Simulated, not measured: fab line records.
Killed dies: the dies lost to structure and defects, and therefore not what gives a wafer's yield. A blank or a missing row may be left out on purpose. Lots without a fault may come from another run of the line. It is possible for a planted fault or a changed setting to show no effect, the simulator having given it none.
Which tool was responsible? / flow sky130 / 12 lots, 36 wafers sampled, at 2 steps of a route of 708

## WHAT EACH GAUGE READ, for each wafer
SKY_LI_CONTACT_THK_MEAS_01.
lot=L075; measured=day 28 08:17; on=film metro-02; LI_CONTACT_HDPCVD_THK (nm)=922 925 929
lot=L077; measured=day 29 01:29; on=film metro-03; LI_CONTACT_HDPCVD_THK (nm)=922 925 914
lot=L079; measured=day 29 16:28; on=film metro-02; LI_CONTACT_HDPCVD_THK (nm)=941 931 934
lot=L081; measured=day 30 04:15; on=film metro-02; LI_CONTACT_HDPCVD_THK (nm)=920 917 931
lot=L083; measured=day 31 00:31; on=film metro-01; LI_CONTACT_HDPCVD_THK (nm)=928 944 928
lot=L085; measured=day 31 19:19; on=film metro-01; LI_CONTACT_HDPCVD_THK (nm)=930 926 932
lot=L087; measured=day 32 10:10; on=film metro-03; LI_CONTACT_HDPCVD_THK (nm)=939 935 920
lot=L089; measured=day 32 21:50; on=film metro-02; LI_CONTACT_HDPCVD_THK (nm)=933 928 943
lot=L092; measured=day 33 18:53; on=film metro-03; LI_CONTACT_HDPCVD_THK (nm)=903 923 918
lot=L093; measured=day 34 04:02; on=film metro-02; LI_CONTACT_HDPCVD_THK (nm)=924 928 925
lot=L095; measured=day 34 17:01; on=film metro-02; LI_CONTACT_HDPCVD_THK (nm)=941 925 921
lot=L097; measured=day 35 04:16; on=film metro-01; LI_CONTACT_HDPCVD_THK (nm)=937 925 927

## EACH LOT AND THE TOOL THAT RAN IT (in order: tool; ch and the chambers of the sampled wafers; start)
lot=L075; SKY_LDD_N_STRIP_16=plasma asher-03 ch 0,1, day 17 22:58
lot=L077; SKY_LDD_N_STRIP_16=plasma asher-02 ch 0,1, day 18 22:09
lot=L079; SKY_LDD_N_STRIP_16=plasma asher-02 ch 0,1, day 19 16:33
lot=L081; SKY_LDD_N_STRIP_16=plasma asher-02 ch 0,1, day 20 05:31
lot=L083; SKY_LDD_N_STRIP_16=plasma asher-02 ch 0,1, day 21 02:22
lot=L085; SKY_LDD_N_STRIP_16=plasma asher-04 ch 0,1, day 21 22:54
lot=L087; SKY_LDD_N_STRIP_16=plasma asher-04 ch 0,1, day 22 17:20
lot=L089; SKY_LDD_N_STRIP_16=plasma asher-04 ch 0,1, day 23 04:36
lot=L092; SKY_LDD_N_STRIP_16=plasma asher-03 ch 0,1, day 24 05:53
lot=L093; SKY_LDD_N_STRIP_16=plasma asher-04 ch 0,1, day 24 13:24
lot=L095; SKY_LDD_N_STRIP_16=plasma asher-02 ch 0,1, day 25 05:50
lot=L097; SKY_LDD_N_STRIP_16=plasma asher-03 ch 0,1, day 25 21:36
- SKY_LDD_N_STRIP_16: strips in O2/N2.

## THE ANSWER, worked out from the rows above alone
Rule: the lots themselves supply what counts as usual. Put in order of their means at a reading, lots are off if they are a third of the lots or fewer, leave a main group of 4 or more, and stand apart from it by a gap of 3 or more times the standard deviation of the main group's means; of several such gaps the widest counts. Not used: any main group whose means are identical at the precision the tables above print for the reading. A lot without any number at a reading at which 4 lots or more have one is off too. Any other lot the step has rows for is counted as sound.
Across all readings shown, no lot is off: no conclusion can be drawn from this.

## WHAT THE SIMULATOR HAD INSERTED
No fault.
